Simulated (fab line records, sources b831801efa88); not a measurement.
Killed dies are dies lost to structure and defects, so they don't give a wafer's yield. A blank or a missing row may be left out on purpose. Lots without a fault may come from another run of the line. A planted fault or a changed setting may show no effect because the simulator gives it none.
Which tool did it? | flow sky130 | 6 lots, 18 wafers sampled, at 2 steps of a route of 708

WHAT THE GAUGES READ, wafer by wafer
SKY_SONOS_ONO_THK_MEAS_01.
lot  | measured     | on            | SONOS_ONO_OXIDATION_THK (nm)
L383 | day 11 18:31 | film_metro-02 | 2.59 2.66 2.56
L386 | day 12 19:53 | film_metro-03 | 2.64 2.63 2.60
L390 | day 14 03:48 | film_metro-01 | 2.25 2.23 2.23
L398 | day 16 14:13 | film_metro-03 | 2.80 2.77 2.76
L402 | day 17 23:11 | film_metro-02 | 2.56 2.65 2.61
L404 | day 18 22:01 | film_metro-01 | 2.68 2.71 2.65

WHICH TOOL RAN EACH LOT (tool, then ch and the chambers of the sampled wafers, then the start)
lot  | SKY_SONOS_ONO_OXIDATION_00
L383 | furnace-02 ch 0, day 11 17:09
L386 | furnace-02 ch 0, day 12 18:32
L390 | furnace-02 ch 0, day 14 02:27
L398 | furnace-02 ch 0, day 16 12:51
L402 | furnace-01 ch 0, day 17 21:50
L404 | furnace-02 ch 0, day 18 20:40
- SKY_SONOS_ONO_OXIDATION_00: stabilise 600 s, purge 300 s, target thk 2.6 nm.

THE ANSWER, worked out from the rows above alone
Rule: what is usual is taken from the lots themselves. Put in order of their means at a reading, lots are off if they are a third of the lots or fewer, leave a main group of 4 or more, and stand apart from it by a gap of 3 or more times the standard deviation of the main group's means; of several such gaps the widest counts. A main group whose means are all the same, to the digits that the tables above print for the reading, isn't used. A lot without any number at a reading at which 4 lots or more have one is off too. The other lots that the step has rows for count as sound.
Off: L390, at SKY_SONOS_ONO_THK_MEAS_01 (SONOS_ONO_OXIDATION_THK). The main group: mean 2.66 nm, standard deviation 0.065.
A tool fits if, at a process step before that reading, it ran every lot that is off, and no sound lot after the first of them. The gauges at SKY_SONOS_ONO_THK_MEAS_01 are tried like those tools. None of those tried fits.

WHAT THE SIMULATOR HAD PUT IN
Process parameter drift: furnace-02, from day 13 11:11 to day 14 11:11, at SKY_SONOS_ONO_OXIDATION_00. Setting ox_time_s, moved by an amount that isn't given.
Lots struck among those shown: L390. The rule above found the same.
